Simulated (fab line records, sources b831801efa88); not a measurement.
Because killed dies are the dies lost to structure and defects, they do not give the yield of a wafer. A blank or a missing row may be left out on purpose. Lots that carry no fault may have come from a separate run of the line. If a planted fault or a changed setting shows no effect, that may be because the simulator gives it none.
Which tool was responsible? | flow gf180mcu | 7 lots, 21 wafers sampled, at 3 steps of a route of 602

## WHAT THE GAUGES READ, wafer by wafer
GF_V4_RS_MEAS_24: uses a four-point probe to measure.
lot  | measured     | on           | V4_W_RS (ohm/sq)
L467 | day 25 05:49 | filmMetro-02 | 0.331 0.330 0.333
L470 | day 26 08:25 | filmMetro-02 | 0.324 0.322 0.322
L474 | day 27 09:36 | filmMetro-03 | 43.382 43.677 43.929
L476 | day 28 00:02 | filmMetro-01 | 43.205 43.787 43.320
L483 | day 30 05:22 | filmMetro-01 | 0.329 0.327 0.329
L485 | day 30 17:24 | filmMetro-01 | 0.324 0.326 0.330
L487 | day 31 03:14 | filmMetro-01 | 0.328 0.334 0.329

## TOOL THAT RAN EACH LOT (tool first, then ch and the chambers of the sampled wafers, then the start)
lot  | GF_M4_SPUTTER_04            | GF_V4_CVD_23
L467 | pvdSputter-01, day 23 07:09 | cvdW-01 ch 0,1, day 25 05:43
L470 | pvdSputter-02, day 24 11:21 | cvdW-02 ch 0,1, day 26 08:18
L474 | pvdSputter-01, day 25 14:09 | cvdW-02 ch 0,1, day 27 09:29
L476 | pvdSputter-01, day 26 06:39 | cvdW-01 ch 0,1, day 27 23:56
L483 | pvdSputter-01, day 28 12:41 | cvdW-02 ch 0,1, day 30 05:16
L485 | pvdSputter-01, day 29 01:58 | cvdW-01 ch 1, day 30 17:17
L487 | pvdSputter-01, day 29 11:58 | cvdW-02 ch 0,1, day 31 03:07
- GF_M4_SPUTTER_04: material TiN, target thk 50 nm, time 41.7 s.
- GF_V4_CVD_23: deposits W, target thk 350 nm, time 104.9 s.

## THE ANSWER, worked out from the rows above alone
Rule: the usual values come from the lots themselves. The widest of any qualifying gaps counts: lots, ordered by their means at a reading, are off when they make up no more than a third of the lots, leave a main group of 4 or more, and stand apart from it by 3 or more times the standard deviation of that group's means. Not used: any main group whose means are identical at the precision the tables above print for the reading. A lot without any number at a reading at which 4 lots or more have one is off too. Any other lot the step has rows for is counted as sound.
Off: L474, L476, seen at GF_V4_RS_MEAS_24 (V4_W_RS). Main group: mean 0.328 ohm/sq, sd 0.0031.
A tool fits if, at a process step before that reading, it ran every lot that is off, and no sound lot after the first of them. The gauges at GF_V4_RS_MEAS_24 are tried like those tools. No candidate that was tried fits.

## WHAT THE SIMULATOR HAD INSERTED
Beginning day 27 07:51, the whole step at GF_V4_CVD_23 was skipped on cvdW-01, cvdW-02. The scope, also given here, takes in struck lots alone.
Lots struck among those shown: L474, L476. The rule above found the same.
